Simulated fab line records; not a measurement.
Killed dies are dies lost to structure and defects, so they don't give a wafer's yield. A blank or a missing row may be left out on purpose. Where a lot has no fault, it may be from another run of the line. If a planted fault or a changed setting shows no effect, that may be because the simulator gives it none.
Which tool did it? -- flow gf180mcu -- 7 lots with 21 wafers sampled at 3 steps, on a route of 602 steps

WHAT THE GAUGES READ, wafer by wafer
GF_VT_IMPLANT_RS_MEAS_46: measures by four-point-probe.
lot,measured,on,MVSD_RS (ohm/sq)
L507,day 8 04:22,film-metro-03,457.9 457.0 457.5
L511,day 9 07:37,film-metro-01,132.8 132.8 132.8
L516,day 10 15:18,film-metro-04,457.9 457.1 457.1
L520,day 11 21:20,film-metro-03,455.8 454.0 455.0
L523,day 12 18:44,film-metro-01,456.1 457.5 457.2
L525,day 13 06:01,film-metro-01,458.3 458.7 458.2
L528,day 13 23:53,film-metro-01,456.9 457.7 458.0

TOOL THAT RAN EACH LOT (tool first, then ch and the chambers of the sampled wafers, then the start)
lot,GF_DNWELL_STRIP_08,GF_VT_IMPLANT_RTA_45
L507,"plasma-asher-01 ch 0,1, day 3 06:19","rtp-anneal-01 ch 0, day 8 04:16"
L511,"plasma-asher-01 ch 0,1, day 4 01:53","rtp-anneal-01, day 9 07:30"
L516,"plasma-asher-03 ch 0,1, day 5 04:10","rtp-anneal-02 ch 0, day 10 15:12"
L520,"plasma-asher-04 ch 0,1, day 6 03:23","rtp-anneal-02 ch 0, day 11 21:14"
L523,"plasma-asher-03 ch 0,1, day 6 20:48","rtp-anneal-01 ch 0, day 12 18:38"
L525,"plasma-asher-01 ch 0,1, day 7 05:25","rtp-anneal-01 ch 0, day 13 05:55"
L528,"plasma-asher-03 ch 0,1, day 7 20:01","rtp-anneal-01 ch 0, day 13 23:47"
- GF_DNWELL_STRIP_08: strips in O2/N2.
- GF_VT_IMPLANT_RTA_45: time 30 s.

THE ANSWER, worked out from the rows above alone
Rule: the lots themselves supply what counts as usual. The widest of any qualifying gaps counts: lots, ordered by their means at a reading, are off when they make up no more than a third of the lots, leave a main group of 4 or more, and stand apart from it by 3 or more times the standard deviation of that group's means. A main group whose means are all the same, to the digits that the tables above print for the reading, isn't used. Also off: a lot with no number at a reading for which 4 or more lots have one. Any other lot the step has rows for is counted as sound.
Off: L511, at GF_VT_IMPLANT_RS_MEAS_46 (MVSD_RS). Main group: mean 457.1 ohm/sq, sd 1.1.
A tool fits if, at a process step before that reading, it ran every lot that is off, and no sound lot after the first of them. The gauges at GF_VT_IMPLANT_RS_MEAS_46 are tried like those tools. Of those tried, none fits.

WHAT HAD BEEN PUT IN BY THE SIMULATOR
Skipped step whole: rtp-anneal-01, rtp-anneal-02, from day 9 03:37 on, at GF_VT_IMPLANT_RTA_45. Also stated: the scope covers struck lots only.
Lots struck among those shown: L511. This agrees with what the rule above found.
